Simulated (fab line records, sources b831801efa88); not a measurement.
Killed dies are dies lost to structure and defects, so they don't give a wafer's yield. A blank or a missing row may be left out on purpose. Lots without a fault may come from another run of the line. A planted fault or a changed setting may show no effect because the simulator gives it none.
One fault seen from 2 desks | flow sky130 | each desk has only its own numbers; what lay behind them comes last

THE METROLOGY DESK
What the gauges read, lot by lot, whatever tool the lot ran on: means of the sampled wafers that have a number. A lot is out of limits, marked OUT, if its mean lies more than 4 standard deviations from the usual mean; the brackets give that distance.
Columns: A = LDD_N_OVL at SKY_LDD_N_OVL_MEAS_07, usual -0.2 nm
lot  | first seen here | A
L578 | day 17 23:16    | 2.0
L579 | day 18 03:19    | -1.4
L589 | day 22 02:24    | -1.5
L590 | day 22 03:58    | 0.2
L591 | day 22 15:51    | 1.2
L592 | day 23 01:37    | -0.3
This desk's finding: nothing out of limits on any of the 6 lots.

THE TOOL OWNER'S DESK: implanter-01
The tool's own readings at SKY_LDD_N_IMPLANT_14: means of the sampled wafers that have a number, for each lot that ran on this tool. A lot is out of limits, marked OUT, if its mean lies more than 4 standard deviations from the usual mean; the brackets give that distance.
Columns: A = dose_ions_cm2 at SKY_LDD_N_IMPLANT_14, usual 5e+12; B = faraday_current_uA at SKY_LDD_N_IMPLANT_14, usual 28.2
lot  | first seen here | A                       | B
L578 | day 18 00:13    | 5e+12                   | 27.8
L591 | day 22 16:47    | 4e+12 (-99 or more) OUT | 20.8 (-13) OUT
L592 | day 23 02:33    | 4e+12 (-99 or more) OUT | 20.8 (-13) OUT
This desk's finding: out of limits on L591, L592; first on L591, day 22 16:47 (dose_ions_cm2 at SKY_LDD_N_IMPLANT_14). In limits: L578.

PUT TOGETHER
The tool owner's desk could have raised an alarm at day 22 16:47, on L591, L592.
The metrology desk saw nothing out of limits.
The metrology desk has L591, L592 on record, within its limits.
Of the lots named, all ran SKY_LDD_N_IMPLANT_14 on implanter-01.

WHAT THE SIMULATOR HAD PUT IN
Process parameter drift: implanter-01, from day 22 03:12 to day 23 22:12, at SKY_LDD_N_IMPLANT_14. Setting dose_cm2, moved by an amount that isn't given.
Lots struck among those shown: L591, L592.
Hours from the fault's start to each desk's first reading out of limits: the tool owner's desk, 14.
